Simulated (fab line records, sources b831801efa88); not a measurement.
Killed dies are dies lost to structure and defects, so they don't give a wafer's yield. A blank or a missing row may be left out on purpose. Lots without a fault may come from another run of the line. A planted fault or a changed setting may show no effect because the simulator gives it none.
Which tool did it? | flow gf180mcu | 10 lots, 30 wafers sampled, at 1 step of a route of 602

WHAT THE GAUGES READ, wafer by wafer
GF_V2_BOW_MEAS_05. Usual: V2_BOW 100 um, standard deviation 7.5.
lot  | measured     | on            | V2_BOW (um) | flag
L200 | day 19 11:17 | film_metro-02 | 97 105 94   |
L201 | day 19 15:04 | film_metro-01 | 96 88 101   |
L205 | day 21 13:34 | film_metro-04 | 102 106 104 |
L208 | day 22 03:32 | film_metro-01 | 99 99 92    |
L212 | day 23 15:30 | film_metro-02 | 94 106 90   |
L213 | day 24 02:54 | film_metro-04 | 101 97 104  |
L215 | day 24 20:30 | film_metro-01 | 99 93 102   |
L220 | day 26 05:45 | film_metro-01 | 92 91 88    |
L222 | day 26 17:25 | film_metro-04 | 113 104 101 |
L223 | day 27 00:16 | film_metro-01 | 106 98 84   |

WHICH TOOL RAN EACH LOT (tool, then ch and the chambers of the sampled wafers, then the start)
The record holds no process step before these readings.

WHAT THE TOOLS THEMSELVES READ (means of the sampled wafers that have a number; where no wafer has one, the mark that the record gives instead)
The record holds no such reading with a usual standard deviation.

THE ANSWER, worked out from the rows above alone
Rule: a lot is off if the mean of its wafers that have a number lies more than 3 standard deviations from the usual mean. A lot without any number at a reading at which 4 lots or more have one is off too. The other lots that the step has rows for count as sound. The gauges are gone through in route order, then the tools' own readings, and for those a lot's mean is taken as printed above. The first step at which some lot is off is used, and at that step the reading that is off furthest; a lot without a number counts as furthest.
No lot is off at any reading shown: from this, nothing can be told.

WHAT THE SIMULATOR HAD PUT IN
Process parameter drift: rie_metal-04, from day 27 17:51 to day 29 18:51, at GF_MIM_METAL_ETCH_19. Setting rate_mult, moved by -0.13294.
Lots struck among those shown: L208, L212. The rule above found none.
